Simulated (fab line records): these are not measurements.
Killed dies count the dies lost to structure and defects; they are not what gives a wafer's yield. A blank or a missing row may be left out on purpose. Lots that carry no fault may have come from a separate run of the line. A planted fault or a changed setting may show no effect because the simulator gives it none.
Which tool did it? || flow sky130 || 36 wafers sampled from 12 lots at 1 step of a route of 708

WHAT THE GAUGES SHOWED, per wafer
SKY_SONOS_TUNNEL_CD_MEAS_07: the cd target is 410 nm.
{"lot": "L075", "measured": "day 11 10:47", "on": "cdSem-02", "cdNm (nm)": "411.0 409.7 409.4"}
{"lot": "L077", "measured": "day 12 06:37", "on": "cdSem-02", "cdNm (nm)": "410.7 412.6 413.2"}
{"lot": "L079", "measured": "day 13 13:24", "on": "cdSem-02", "cdNm (nm)": "408.1 410.3 411.5"}
{"lot": "L081", "measured": "day 13 22:26", "on": "cdSem-01", "cdNm (nm)": "411.8 412.8 414.6"}
{"lot": "L083", "measured": "day 14 05:38", "on": "cdSem-02", "cdNm (nm)": "411.6 411.0 409.2"}
{"lot": "L085", "measured": "day 15 03:32", "on": "cdSem-01", "cdNm (nm)": "409.3 409.9 409.4"}
{"lot": "L087", "measured": "day 15 20:53", "on": "cdSem-01", "cdNm (nm)": "411.3 407.4 406.5"}
{"lot": "L088", "measured": "day 16 14:16", "on": "cdSem-01", "cdNm (nm)": "416.8 414.3 414.0"}
{"lot": "L091", "measured": "day 17 03:41", "on": "cdSem-02", "cdNm (nm)": "410.0 407.7 406.1"}
{"lot": "L093", "measured": "day 17 20:53", "on": "cdSem-02", "cdNm (nm)": "412.0 410.5 413.2"}
{"lot": "L095", "measured": "day 18 07:05", "on": "cdSem-01", "cdNm (nm)": "409.1 408.1 408.6"}
{"lot": "L097", "measured": "day 19 05:31", "on": "cdSem-02", "cdNm (nm)": "407.0 408.0 408.6"}

WHICH TOOL RAN EACH LOT (tool, then ch and the chambers of the sampled wafers, then the start)
There is no process step in the record ahead of these readings.

THE ANSWER, worked out from the rows above alone
Rule: the usual values come from the lots themselves. Put in order of their means at a reading, lots are off if they are a third of the lots or fewer, leave a main group of 4 or more, and stand apart from it by a gap of 3 or more times the standard deviation of the main group's means; of several such gaps the widest counts. A main group is skipped when, at the precision printed for the reading in the tables above, its means are all equal. Also off: a lot with no number at a reading for which 4 or more lots have one. All remaining lots with rows at the step are treated as sound.
No lot is off on any of the readings shown, so nothing can be concluded from this.

WHAT THE SIMULATOR PUT IN
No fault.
